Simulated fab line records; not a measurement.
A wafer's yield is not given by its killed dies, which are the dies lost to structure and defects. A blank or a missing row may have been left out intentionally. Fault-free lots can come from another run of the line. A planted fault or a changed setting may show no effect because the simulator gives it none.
Which of the tools did it? | flow gf180mcu | 36 wafers from 12 lots sampled at 6 of the route's 602 steps

WHAT THE GAUGES READ, wafer by wafer
GF_PSD_RS_MEAS_14: measurement is done with a four-point probe.
lot  | measured     | on            | NSD_RS (ohm/sq)
L975 | day 15 01:07 | film metro-02 | 45.99 45.94 46.04
L976 | day 15 06:53 | film metro-03 | 46.22 46.09 46.14
L979 | day 16 10:12 | film metro-03 | 46.13 46.17 46.10
L980 | day 16 20:38 | film metro-03 | 46.14 46.19 46.19
L982 | day 17 16:10 | film metro-02 | 45.95 46.13 46.10
L983 | day 17 19:01 | film metro-03 | 46.25 46.20 46.09
L985 | day 18 12:08 | film metro-02 | 46.06 46.08 45.92
L986 | day 18 18:08 | film metro-02 | 45.87 45.85 45.81
L987 | day 19 02:22 | film metro-03 | 45.93 45.92 45.84
L988 | day 19 12:26 | film metro-02 | 46.11 46.19 46.13
L995 | day 21 23:46 | film metro-02 | 46.16 46.05 46.08
L996 | day 22 04:17 | film metro-02 | 46.10 46.16 46.11

GF_V4_CD_MEAS_14 targets a cd of 260 nm.
lot  | measured     | on        | cd nm (nm)
L975 | day 25 04:15 | cd sem-02 | 260.8 260.5 260.5
L976 | day 25 11:29 | cd sem-01 | 259.6 259.8 258.8
L979 | day 26 11:22 | cd sem-01 | 259.5 258.8 258.9
L980 | day 26 22:43 | cd sem-01 | 257.8 259.3 259.4
L982 | day 27 15:37 | cd sem-01 | 260.9 261.6 261.7
L983 | day 27 21:35 | cd sem-02 | 258.9 259.8 259.8
L985 | day 28 09:41 | cd sem-01 | 258.1 260.5 260.4
L986 | day 28 14:50 | cd sem-02 | 259.4 260.0 259.4
L987 | day 28 21:03 | cd sem-01 | 260.1 259.8 260.0
L988 | day 29 04:26 | cd sem-01 | 262.0 261.3 263.5
L995 | day 31 06:13 | cd sem-02 | 260.2 259.6 258.2
L996 | day 31 05:38 | cd sem-01 | 259.8 259.4 259.0

GF_V4_RS_MEAS_24: measurement is done with a four-point probe.
lot  | measured     | on            | V4_W_RS (ohm/sq)
L975 | day 25 05:17 | film metro-03 | 0.3308 0.3295 0.3300
L976 | day 25 12:31 | film metro-03 | 0.3299 0.3280 0.3312
L979 | day 26 12:23 | film metro-03 | 0.3285 0.3311 0.3297
L980 | day 26 23:47 | film metro-04 | 0.3352 0.3318 0.3320
L982 | day 27 16:40 | film metro-04 | 0.3324 0.3331 0.3336
L983 | day 27 22:37 | film metro-01 | 0.3276 0.3294 0.3222
L985 | day 28 10:46 | film metro-01 | 0.3252 0.3288 0.3271
L986 | day 28 15:58 | film metro-03 | 0.3290 0.3306 0.3286
L987 | day 28 22:10 | film metro-03 | 0.3246 0.3267 0.3240
L988 | day 29 05:28 | film metro-03 | 0.3281 0.3288 0.3303
L995 | day 31 07:14 | film metro-04 | 0.3303 0.3274 0.3294
L996 | day 31 07:00 | film metro-01 | 0.3276 0.3272 0.3320

EACH LOT AND THE TOOL THAT RAN IT (in order: tool; ch and the chambers of the sampled wafers; start)
lot  | GF_NSD_IMPLANT_09               | GF_NSD_STRIP_11                      | GF_V4_ETCH_17
L975 | implanter-02 ch 0, day 14 03:25 | plasma asher-01 ch 0,1, day 14 03:42 | rie diel-02 ch 0,2, day 25 05:17 or earlier
L976 | implanter-04 ch 0, day 14 09:35 | plasma asher-02 ch 0,1, day 14 09:53 | rie diel-03 ch 0,1,3, day 25 12:31 or earlier
L979 | implanter-04 ch 0, day 15 11:55 | plasma asher-02 ch 0,1, day 15 12:12 | rie diel-03 ch 0,3, day 26 12:23 or earlier
L980 | implanter-01 ch 0, day 15 20:40 | plasma asher-03 ch 0,1, day 15 20:56 | rie diel-01 ch 0,2,3, day 26 23:47 or earlier
L982 | implanter-04 ch 0, day 16 17:07 | plasma asher-01 ch 0,1, day 16 17:23 | rie diel-02 ch 0,1,2, day 27 16:40 or earlier
L983 | implanter-01 ch 0, day 16 19:40 | plasma asher-01 ch 0,1, day 16 19:57 | rie diel-03 ch 0,1,2, day 27 22:37 or earlier
L985 | implanter-01 ch 0, day 17 11:34 | plasma asher-01 ch 0,1, day 17 11:52 | rie diel-01 ch 1,2, day 28 10:46 or earlier
L986 | implanter-01 ch 0, day 17 17:54 | plasma asher-02 ch 0,1, day 17 18:10 | rie diel-01 ch 0,1,2, day 28 15:58 or earlier
L987 | implanter-01 ch 0, day 18 02:07 | plasma asher-01 ch 1, day 18 02:23   | rie diel-01 ch 1,2, day 28 22:10 or earlier
L988 | implanter-04 ch 0, day 18 11:30 | plasma asher-01 ch 0,1, day 18 11:48 | rie diel-03 ch 0,1,3, day 29 05:28 or earlier
L995 | implanter-01 ch 0, day 20 23:01 | plasma asher-01 ch 0,1, day 20 23:17 | rie diel-02 ch 1,3, day 31 07:14 or earlier
L996 | implanter-01 ch 0, day 21 02:56 | plasma asher-03 ch 0,1, day 21 03:14 | rie diel-01 ch 1,2,3, day 31 07:00 or earlier
- GF_NSD_IMPLANT_09
- GF_NSD_STRIP_11: strips in O2/N2.
- GF_V4_ETCH_17: etches SiO2 in C4F8/O2/Ar, stops on TiN, target depth 630 nm.

AS READ BY THE TOOLS THEMSELVES (means over the sampled wafers that have a number; for cases with no such wafer, the mark the record gives instead)
GF_NSD_IMPLANT_09.
lot  | tool         | dose ions cm2 | end station pressure torr (Torr)
L975 | implanter-02 | 4.002e+15     | 1.34e-05
L976 | implanter-04 | 4.006e+15     | 1.54e-05
L979 | implanter-04 | 4.003e+15     | 1.61e-05
L980 | implanter-01 | 4.002e+15     | 1.22e-05
L982 | implanter-04 | 3.998e+15     | 1.54e-05
L983 | implanter-01 | 3.999e+15     | 1.25e-05
L985 | implanter-01 | 3.994e+15     | 1.26e-05
L986 | implanter-01 | 4.202e+15     | 1.23e-05
L987 | implanter-01 | 4.199e+15     | 1.22e-05
L988 | implanter-04 | 4.001e+15     | 1.56e-05
L995 | implanter-01 | 3.998e+15     | 1.33e-05
L996 | implanter-01 | 4.000e+15     | 1.26e-05

GF_NSD_STRIP_11.
lot  | tool            | drypump motor current A (A) | heater power w (W) | oes product au (a.u.) | strip time to endpoint s (s)
L975 | plasma asher-01 | 5.7                         | 324                | 0.488                 | 22.93
L976 | plasma asher-02 | 6.2                         | 312                | 0.491                 | 22.98
L979 | plasma asher-02 | 6.2                         | 312                | 0.485                 | 23.02
L980 | plasma asher-03 | 5.2                         | 314                | 0.484                 | 22.98
L982 | plasma asher-01 | 5.8                         | 322                | 0.492                 | 22.94
L983 | plasma asher-01 | 6.3                         | 318                | 0.489                 | 22.92
L985 | plasma asher-01 | 6.2                         | 324                | 0.487                 | 22.99
L986 | plasma asher-02 | 5.9                         | 309                | 0.483                 | 23.15
L987 | plasma asher-01 | 5.2                         | 321                | 0.488                 | 23.16
L988 | plasma asher-01 | 6.3                         | 320                | 0.490                 | 22.96
L995 | plasma asher-01 | 5.7                         | 318                | 0.490                 | 22.96
L996 | plasma asher-03 | 5.3                         | 328                | 0.485                 | 22.97

GF_V4_ETCH_17.
lot  | tool        | oes product au (a.u.)
L975 | rie diel-02 | 0.861
L976 | rie diel-03 | 0.855
L979 | rie diel-03 | 0.853
L980 | rie diel-01 | 0.853
L982 | rie diel-02 | 0.851
L983 | rie diel-03 | 0.857
L985 | rie diel-01 | 0.855
L986 | rie diel-01 | 0.856
L987 | rie diel-01 | 0.854
L988 | rie diel-03 | 0.858
L995 | rie diel-02 | 0.856
L996 | rie diel-01 | 0.851

THE ANSWER, worked out from the rows above alone
Rule: the usual values come from the lots themselves. The widest of any qualifying gaps counts: lots, ordered by their means at a reading, are off when they make up no more than a third of the lots, leave a main group of 4 or more, and stand apart from it by 3 or more times the standard deviation of that group's means. The tables above print the reading to a certain number of digits; a main group whose means all agree to those digits is not used. Also off: a lot with no number at a reading for which 4 or more lots have one. Any other lot the step has rows for is counted as sound. The gauges are gone through in route order, then the tools' own readings, and for those a lot's mean is taken as printed above. The first step at which some lot is off is used, and at that step the reading that is off furthest; a lot without a number counts as furthest.
Off: L986, L987 (GF_NSD_IMPLANT_09, dose ions cm2). For the main group the mean is 4.000e+15 and the standard deviation 3.1e+12.
If a tool, at that step or one of the process steps before it, ran each lot that is off and ran no sound lot following the first of them, it fits. None of those tried fits.

WHAT THE SIMULATOR PUT IN
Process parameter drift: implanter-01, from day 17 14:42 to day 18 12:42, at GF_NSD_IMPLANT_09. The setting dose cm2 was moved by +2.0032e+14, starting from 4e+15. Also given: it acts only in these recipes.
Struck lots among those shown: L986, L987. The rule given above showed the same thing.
